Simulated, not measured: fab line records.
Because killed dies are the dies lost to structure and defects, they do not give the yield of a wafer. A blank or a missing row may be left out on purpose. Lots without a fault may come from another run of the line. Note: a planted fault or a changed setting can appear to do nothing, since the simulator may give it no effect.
Which of the tools did it? -- flow sfq_line -- 21 wafers from 7 lots sampled at 5 of the route's 325 steps

## WHAT THE GAUGES SHOWED, per wafer
SFQ_M2_RS_MEAS_914: a four-point-probe measurement.
lot,measured,on,M2_NB_RS (ohm/sq)
L826,day 26 08:59,film_metro-03,0.894 0.903 0.899
L834,day 34 11:25,film_metro-03,0.891 1.275 0.895
L837,day 35 01:50,film_metro-01,1.234 0.888 0.897
L841,day 36 16:21,film_metro-03,0.872 0.874 0.871
L844,day 38 10:23,film_metro-03,0.894 0.898 0.895
L846,day 39 03:22,film_metro-04,0.874 0.878 0.879
L848,day 40 02:35,film_metro-04,0.888 0.892 0.892

## WHICH TOOL RAN EACH LOT (tool, then ch and the chambers of the sampled wafers, then the start)
lot,SFQ_TRILAYER_L0_VIA_STRIP_STRIP_017,SFQ_TRILAYER_M0_STRIP_STRIP_025,SFQ_TRILAYER_I0_DEP_PECVD_027,SFQ_TRILAYER_M2_DEP_SPUTTER_055
L826,"rie_metal-02 ch 0,1, day 7 21:58","rie_metal-04 ch 0,1, day 12 10:02","pecvd-04 ch 1,2, day 12 11:20","pvd_sputter-04, day 26 08:53"
L834,"rie_metal-04 ch 0,1, day 10 20:48","rie_metal-04 ch 0,1, day 15 14:31","pecvd-02 ch 0,1, day 15 15:05","pvd_sputter-04, day 34 11:16"
L837,"rie_metal-02 ch 0,1, day 11 13:36","rie_metal-01 ch 0,1, day 16 12:40","pecvd-01 ch 0,1,2, day 16 13:17","pvd_sputter-04, day 35 01:40"
L841,"rie_metal-03 ch 0,1, day 12 15:44","rie_metal-01 ch 0,1, day 17 17:44","pecvd-04 ch 0,1,2, day 17 18:30","pvd_sputter-03, day 36 16:14"
L844,"rie_metal-03 ch 0,1, day 13 19:28","rie_metal-02 ch 0,1, day 19 04:20","pecvd-01 ch 0,1,2, day 19 05:05","pvd_sputter-04, day 38 10:16"
L846,"rie_metal-04 ch 0,1, day 14 05:54","rie_metal-01 ch 0,1, day 19 18:40","pecvd-01 ch 1,2, day 19 19:26","pvd_sputter-06, day 39 03:16"
L848,"rie_metal-04 ch 0,1, day 15 02:13","rie_metal-02 ch 0,1, day 20 22:07","pecvd-01 ch 0,1,2, day 20 22:54","pvd_sputter-04, day 40 02:30"
- SFQ_TRILAYER_L0_VIA_STRIP_STRIP_017: strips in O2.
- SFQ_TRILAYER_M0_STRIP_STRIP_025: strips in O2.
- SFQ_TRILAYER_I0_DEP_PECVD_027: deposits SiO2 from SiH4/N2O, time 111.11 s, target thk 500 nm.
- SFQ_TRILAYER_M2_DEP_SPUTTER_055: material Nb, target thk 200 nm, time 133.3 s.

## THE ANSWER, worked out from the rows above alone
Rule: the usual values come from the lots themselves. Put in order of their means at a reading, lots are off if they are a third of the lots or fewer, leave a main group of 4 or more, and stand apart from it by a gap of 3 or more times the standard deviation of the main group's means; of several such gaps the widest counts. The tables above print the reading to a certain number of digits; a main group whose means all agree to those digits is not used. Also off: a lot with no number at a reading for which 4 or more lots have one. Any other lot the step has rows for is counted as sound.
Off: L834, L837, at SFQ_M2_RS_MEAS_914 (M2_NB_RS). Mean 0.887 ohm/sq and standard deviation 0.01 in the main group.
If a tool, at a process step before that reading, ran all the lots that are off and no sound lot after the first of them, it fits. Gauges at SFQ_M2_RS_MEAS_914: tried the same way as those tools. None of those tried fits.

## WHAT THE SIMULATOR PUT IN
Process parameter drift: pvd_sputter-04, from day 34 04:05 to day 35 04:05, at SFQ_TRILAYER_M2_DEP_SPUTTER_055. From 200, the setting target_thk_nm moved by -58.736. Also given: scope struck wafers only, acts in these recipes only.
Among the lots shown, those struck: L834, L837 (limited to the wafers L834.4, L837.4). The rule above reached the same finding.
